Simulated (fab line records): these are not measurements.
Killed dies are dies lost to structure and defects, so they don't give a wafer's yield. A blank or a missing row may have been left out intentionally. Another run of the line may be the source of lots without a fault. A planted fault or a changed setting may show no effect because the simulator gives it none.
2 desks looking at one fault | flow gf180mcu | each desk has only its own numbers; what lay behind them comes last

== THE METROLOGY DESK ==
What the gauges read for every lot (on any tool): the sampled wafers with a number, averaged. Any lot whose mean is over 4 standard deviations away from the usual mean is out of limits and marked OUT; that distance is given in the brackets.
Columns: A = cd nm at GF_STI_CD_MEAS_12, usual 220.1 nm; B = STI_OXIDATION_01_THK at GF_STI_THK_MEAS_22, usual 15.1 nm; C = STI_CVD_23_THK at GF_STI_THK_MEAS_24, usual 646 nm
lot  | first seen here | A     | B    | C
L761 | day 2 22:17     | 219.8 | 15.3 | 650
L760 | day 2 22:19     | 218.1 | 15.1 | 644
L774 | day 5 17:25     | 222.9 | 15.2 | 641
L776 | day 6 05:17     | 220.6 | 15.1 | 641
L778 | day 6 13:04     | 221.6 | 15.2 | 648
This desk's finding: nothing out of limits on any of the 5 lots.

== THE TOOL OWNER'S DESK: wet bench-04 ==
The tool's own readings at GF_STI_WET_ETCH_17 (etches Si3N4 in H3PO4, target depth 45 nm, time 514 s): means of the sampled wafers that have a number, for each lot that ran on this tool. Any lot whose mean is over 4 standard deviations away from the usual mean is out of limits and marked OUT; that distance is given in the brackets.
Columns: A = bath guard temp C at GF_STI_WET_ETCH_17, usual 159.8 C; B = temp c at GF_STI_WET_ETCH_17, usual 159.99 C
lot  | first seen here | A                | B
L761 | day 2 22:41     | 160.3            | 159.96
L774 | day 5 17:48     | 154.2 (-9.7) OUT | 155.27 (-34) OUT
This desk's verdict: out of limits on L774, starting with L774 at day 5 17:48 (bath guard temp C at GF_STI_WET_ETCH_17). Within limits: L761.

== BROUGHT TOGETHER ==
At day 5 17:48, on L774, the tool owner's desk was in a position to raise an alarm.
From the metrology desk's view, nothing was out of limits.
The metrology desk holds a record of L774, inside its limits.
On wet bench-04, each named lot ran GF_STI_WET_ETCH_17.

== WHAT THE SIMULATOR HAD INSERTED ==
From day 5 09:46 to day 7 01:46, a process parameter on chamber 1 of wet bench-04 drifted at GF_STI_WET_ETCH_17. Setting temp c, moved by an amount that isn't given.
Struck lots among those shown: L774.
Time in hours from fault onset to the first out-of-limits reading at each desk: the tool owner's desk, 8.
